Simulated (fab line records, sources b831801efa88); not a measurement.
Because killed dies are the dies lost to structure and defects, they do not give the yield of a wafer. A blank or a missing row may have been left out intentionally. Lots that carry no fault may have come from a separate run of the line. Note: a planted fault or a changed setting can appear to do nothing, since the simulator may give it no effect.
Chamber matching -- flow gf180mcu -- cmp-01 running GF_V5_CMP_26: 4 sister chambers
The step polishes, stops on SiO2, t overpolish 15 s, target thk 0 nm. 4 wafers are shown with their chamber, then 8 later ones without.

== WAFERS WITH THEIR CHAMBER ==
wafer,chamber,motorCurrentA (A)
L520.3,0,9.7
L520.4,3,11.4
L520.6,1,10.7
L521.2,2,13.0

== WAFERS WHOSE CHAMBER IS MISSING ==
wafer,motorCurrentA (A)
L521.4,11.8
L521.5,11.7
L522.1,11.0
L522.3,12.5
L522.4,12.0
L523.1,10.8
L523.4,12.6
L523.5,10.0

== THE CHAMBER EACH PASSED THROUGH ==
wafer,from the rows above,in truth
L521.4,can't be placed: 3 or 1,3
L521.5,can't be placed: 3 or 1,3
L522.1,can't be placed: 1 or 3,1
L522.3,can't be placed: 2 or 3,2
L522.4,can't be placed: 3 or 2 or 1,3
L523.1,can't be placed: 1 or 3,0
L523.4,2,2
L523.5,can't be placed: 0 or 1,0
1 of 8 placed correctly. Not placeable from these rows: 7 (in 6, the candidates include the true chamber). Number placed wrongly: 0.
How it was worked out, from the rows above alone: a wafer's distance from a chamber is the root of the sum, over the readings, of the square of ((its reading less the chamber's mean) divided by the reading's scatter). The wafer belongs to the nearest chamber; if the next one is less than 2 further off, it can't be placed. A chamber's mean is the mean of its shown wafers. The scatter (one wafer shown for each chamber): square how far every hidden wafer sits from the nearest shown wafer, average those squares and take the square root.
